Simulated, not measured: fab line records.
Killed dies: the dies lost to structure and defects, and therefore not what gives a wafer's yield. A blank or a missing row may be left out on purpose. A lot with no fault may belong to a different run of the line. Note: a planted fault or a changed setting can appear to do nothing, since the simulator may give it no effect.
2 desks looking at one fault / flow sky130 / each desk holds nothing but its own numbers, with what lay behind them at the end

## AT THE TOOL OWNER'S DESK: rieDiel-03
The tool's own readings at SKY_SONOS_ONO_ETCH_15 (etches the open film in CHF3/O2, target depth 19.52 nm, time 7.8 s): means of the sampled wafers that have a number, for each lot that ran on this tool. If a lot's mean is further than 4 standard deviations from the usual mean, the lot is out of limits and carries the mark OUT (the distance appears in the brackets).
Columns: A = O2_flow_sccm at SKY_SONOS_ONO_ETCH_15, usual 4.998 sccm; B = biasW at SKY_SONOS_ONO_ETCH_15, usual 200.1 W; C = drypumpMotorCurrentA at SKY_SONOS_ONO_ETCH_15, usual 5.8 A; D = oesProductAu at SKY_SONOS_ONO_ETCH_15, usual 1.000 a.u.; E = throttleValvePct at SKY_SONOS_ONO_ETCH_15, usual 8.825 %
lot=L407; first seen here=day 18 04:34; A=4.984; B=200.0; C=6.0; D=0.996; E=8.822
lot=L408; first seen here=day 18 11:25; A=4.991; B=200.6; C=6.0; D=0.998; E=8.817
lot=L409; first seen here=day 18 22:17; A=4.982; B=200.0; C=6.2; D=1.002; E=8.826
lot=L412; first seen here=day 19 21:35; A=4.994; B=200.3; C=6.0; D=1.003; E=8.826
lot=L413; first seen here=day 20 09:23; A=5.005; B=200.1; C=6.2; D=0.997; E=8.824
This desk's verdict: no lot among the 5 shows anything out of limits.

## AT THE METROLOGY DESK
What the gauges read, lot by lot, whatever tool the lot ran on: means of the sampled wafers that have a number. If a lot's mean is further than 4 standard deviations from the usual mean, the lot is out of limits and carries the mark OUT (the distance appears in the brackets).
Columns: A = VT_ADJUST_HVTR_TW at SKY_VT_ADJUST_HVTR_TW_MEAS_11, usual 212.3; B = VT_ADJUST_PCH_OVL at SKY_VT_ADJUST_PCH_OVL_MEAS_07, usual -0.5 nm; C = GATE_OXIDE_TW at SKY_GATE_OXIDE_TW_MEAS_14, usual 226.4
lot=L391; first seen here=day 9 13:24; A=213.9; B=-1.7; C=228.8
lot=L394; first seen here=day 10 14:09; A=214.1; B=-2.5; C=225.2
lot=L395; first seen here=day 10 15:32; A=210.1; B=-1.9; C=223.5
lot=L396; first seen here=day 10 23:44; A=214.1; B=1.2; C=225.1
lot=L404; first seen here=day 13 15:15; A=210.5; B=-2.8; C=225.3
lot=L406; first seen here=day 14 02:35; A=213.7; B=-1.7; C=229.6
lot=L407; first seen here=day 14 12:40; A=212.6; B=1.8; C=224.2
lot=L408; first seen here=day 14 16:44; A=214.0; B=-2.4; C=224.7
lot=L409; first seen here=day 15 03:20; A=210.9; B=-3.0; C=229.0
lot=L410; first seen here=day 15 15:11; A=213.6; B=2.5; C=228.2
lot=L412; first seen here=day 15 23:35; A=211.3; B=0.0; C=225.8
lot=L413; first seen here=day 16 10:32; A=212.6; B=0.1; C=225.4
This desk's verdict: no lot among the 12 shows anything out of limits.

## ALL TOGETHER
Nothing out of limits was seen by the tool owner's desk.
Nothing out of limits was seen by the metrology desk.

## WHAT THE SIMULATOR HAD PUT IN
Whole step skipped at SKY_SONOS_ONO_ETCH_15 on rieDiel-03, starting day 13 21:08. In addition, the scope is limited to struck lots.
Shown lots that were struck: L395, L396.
